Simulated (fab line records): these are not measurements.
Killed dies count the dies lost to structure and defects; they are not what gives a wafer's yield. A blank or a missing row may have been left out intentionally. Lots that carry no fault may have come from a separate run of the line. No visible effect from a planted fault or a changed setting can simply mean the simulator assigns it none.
The tool behind it: which one?    flow sky130    14 lots with 42 wafers sampled at 5 steps, on a route of 708 steps

WHAT THE GAUGES READ, wafer by wafer
SKY_POLY_GATE_CD_MEAS_22. Usual: cd-nm reads 149.5 nm (standard deviation 2.9).
lot   measured      on         cd-nm (nm)         flag
L405  day 16 10:01  cd-sem-02  142.5 153.1 148.3  
L406  day 17 01:51  cd-sem-01  149.6 143.2 150.0  
L408  day 17 01:51  cd-sem-02  149.5 145.8 149.0  
L410  day 17 15:58  cd-sem-01  148.4 150.6 149.0  
L412  day 19 02:20  cd-sem-01  149.0 145.4 146.0  
L414  day 19 15:30  cd-sem-02  149.1 147.4 149.8  
L417  day 21 07:17  cd-sem-01  150.4 150.3 151.6  
L418  day 21 08:20  cd-sem-01  148.3 149.0 148.0  
L420  day 22 02:23  cd-sem-02  154.0 153.7 151.2  
L422  day 22 15:29  cd-sem-02  155.8 155.4 152.4  
L424  day 23 07:49  cd-sem-01  153.0 148.1 151.6  
L426  day 24 06:24  cd-sem-02  150.9 150.7 145.3  
L427  day 24 15:04  cd-sem-01  149.3 147.6 148.1  
L428  day 24 22:07  cd-sem-02  154.2 148.0 149.9  

SKY_LDD_P_CD_MEAS_07 targets a cd of 380 nm. Usual: cd-nm reads 381.0 nm (standard deviation 2.6).
lot   measured      on         cd-nm (nm)         flag
L405  day 19 01:28  cd-sem-02  377.7 377.8 377.8  
L406  day 19 15:55  cd-sem-02  383.2 383.5 382.8  
L408  day 19 15:26  cd-sem-01  383.3 383.9 383.3  
L410  day 20 07:35  cd-sem-01  374.9 377.3 376.3  
L412  day 21 18:25  cd-sem-02  380.8 379.5 378.2  
L414  day 22 06:35  cd-sem-02  379.9 382.6 381.3  
L417  day 23 22:44  cd-sem-02  381.3 383.1 382.5  
L418  day 23 23:10  cd-sem-02  379.1 376.9 380.1  
L420  day 24 16:47  cd-sem-02  384.1 382.8 382.5  
L422  day 25 06:38  cd-sem-02  383.5 385.3 385.3  
L424  day 25 22:14  cd-sem-02  381.8 378.9 380.9  
L426  day 26 18:55  cd-sem-02  383.1 383.1 385.8  
L427  day 27 01:37  cd-sem-02  378.1 377.3 377.5  
L428  day 27 09:14  cd-sem-01  384.4 383.5 383.7  

SKY_LDD_HVN_TW_MEAS_10. Usual: for LDD_HVN_TW the level is 1451 and the standard deviation is 12.
lot   measured      on             LDD_HVN_TW      flag
L405  day 20 09:40  film-metro-03  1467 1459 1464  
L406  day 20 23:29  film-metro-02  1440 1445 1449  
L408  day 20 23:28  film-metro-03  1457 1459 1464  
L410  day 21 14:44  film-metro-03  1471 1473 1466  
L412  day 23 02:25  film-metro-02  1436 1431 1435  
L414  day 23 14:19  film-metro-04  1438 1431 1444  
L417  day 25 05:58  film-metro-02  1449 1442 1443  
L418  day 25 07:15  film-metro-04  1450 1442 1450  
L420  day 25 23:04  film-metro-04  1450 1451 1451  
L422  day 26 11:27  film-metro-02  1444 1442 1439  
L424  day 27 03:29  film-metro-03  1472 1466 1465  
L426  day 27 22:43  film-metro-03  1467 1466 1468  
L427  day 28 06:04  film-metro-03  1467 1470 1464  
L428  day 28 13:24  film-metro-04  1441 1434 1433  

SKY_SD_P_CD_MEAS_07 targets a cd of 380 nm. Usual: cd-nm reads 379.5 nm (standard deviation 2.4).
lot   measured      on         cd-nm (nm)         flag
L405  day 25 15:46  cd-sem-02  383.8 385.7 382.8  
L406  day 26 05:56  cd-sem-01  374.6 379.0 379.4  
L408  day 26 04:24  cd-sem-02  380.3 376.1 377.4  
L410  day 26 19:21  cd-sem-02  379.0 378.4 377.5  
L412  day 28 04:26  cd-sem-02  384.2 381.2 384.0  
L414  day 28 13:26  cd-sem-01  378.5 379.6 376.9  
L417  day 30 01:05  cd-sem-02  381.0 381.7 382.0  
L418  day 30 01:59  cd-sem-02  380.0 379.6 377.9  
L420  day 30 12:56  cd-sem-02  379.8 379.2 380.3  
L422  day 31 03:49  cd-sem-02  373.6 376.3 375.3  
L424  day 31 15:43  cd-sem-02  386.1 387.8 386.1  
L426  day 32 10:19  cd-sem-01  384.3 385.8 385.1  
L427  day 32 18:20  cd-sem-01  378.1 379.5 378.0  
L428  day 33 07:13  cd-sem-01  377.1 377.0 379.8  

WHAT TOOL EACH LOT RAN ON (gives the tool, then ch and the chambers of the sampled wafers, and finally the start)
lot   SKY_SD_P_DEVELOP_06
L405  litho-track-02 ch 0, day 25 15:37
L406  litho-track-02 ch 0, day 26 05:47
L408  litho-track-03 ch 0, day 26 04:15
L410  litho-track-03 ch 0, day 26 19:12
L412  litho-track-04 ch 0, day 28 04:17
L414  litho-track-03 ch 0, day 28 13:18
L417  litho-track-02 ch 0, day 30 00:56
L418  litho-track-02 ch 0, day 30 01:50
L420  litho-track-04 ch 0, day 30 12:47
L422  litho-track-02 ch 0, day 31 03:40
L424  litho-track-04 ch 0, day 31 15:34
L426  litho-track-04 ch 0, day 32 10:10
L427  litho-track-02 ch 0, day 32 18:11
L428  litho-track-02 ch 0, day 33 07:04
- SKY_SD_P_DEVELOP_06: develop time 60 s.

AS READ BY THE TOOLS THEMSELVES (means over the sampled wafers that have a number; for cases with no such wafer, the mark the record gives instead)
SKY_SD_P_DEVELOP_06. Usual: developer-temp-C 22.99 C, standard deviation 0.094; exhaust-pa 45.1 Pa, standard deviation 0.96.
lot   tool            developer-temp-C (C)  exhaust-pa (Pa)  flag
L405  litho-track-02  22.98                 44.3             
L406  litho-track-02  23.00                 47.0             
L408  litho-track-03  23.06                 45.1             
L410  litho-track-03  22.92                 44.5             
L412  litho-track-04  23.04                 45.2             
L414  litho-track-03  23.06                 45.5             
L417  litho-track-02  22.97                 45.2             
L418  litho-track-02  22.96                 44.9             
L420  litho-track-04  23.00                 44.7             
L422  litho-track-02  23.01                 45.5             
L424  litho-track-04  20.79                 45.9             OFF
L426  litho-track-04  20.77                 45.1             OFF
L427  litho-track-02  23.00                 44.5             
L428  litho-track-02  23.06                 45.3             

THE ANSWER, worked out from the rows above alone
Rule: lot off if the mean of its wafers having a number is beyond 3 standard deviations from the usual mean. Also off: a lot with no number at a reading for which 4 or more lots have one. All remaining lots with rows at the step are treated as sound. Order of review: gauges by route order, followed by the tools' own readings, for which a lot's mean as printed above is used. At the first step where some lot is off, the reading lying furthest off is the one used; lots without a number count as furthest.
Off: L424, L426, at SKY_SD_P_DEVELOP_06 (developer-temp-C).
A tool fits if, at that step or a process step before it, it ran every lot that is off, and no sound lot after the first of them. One candidate fits, namely litho-track-04 at SKY_SD_P_DEVELOP_06. A fault onset in the window from L420 (day 30 12:47, its last sound lot) to L424 (day 31 15:34, its first lot off) fits.
On the lots that are off, the tool's own readings at SKY_SD_P_DEVELOP_06 differ by more than 5 times the standard deviation of the sound lots' means, which bears it out; developer-temp-C reads 20.78 C there versus 23.00 C on the sound lots.

WHAT THE SIMULATOR HAD PUT IN
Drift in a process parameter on litho-track-04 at SKY_SD_P_DEVELOP_06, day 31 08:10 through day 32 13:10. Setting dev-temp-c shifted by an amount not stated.
Lots struck among those shown: L424, L426. The same result came from the rule above.
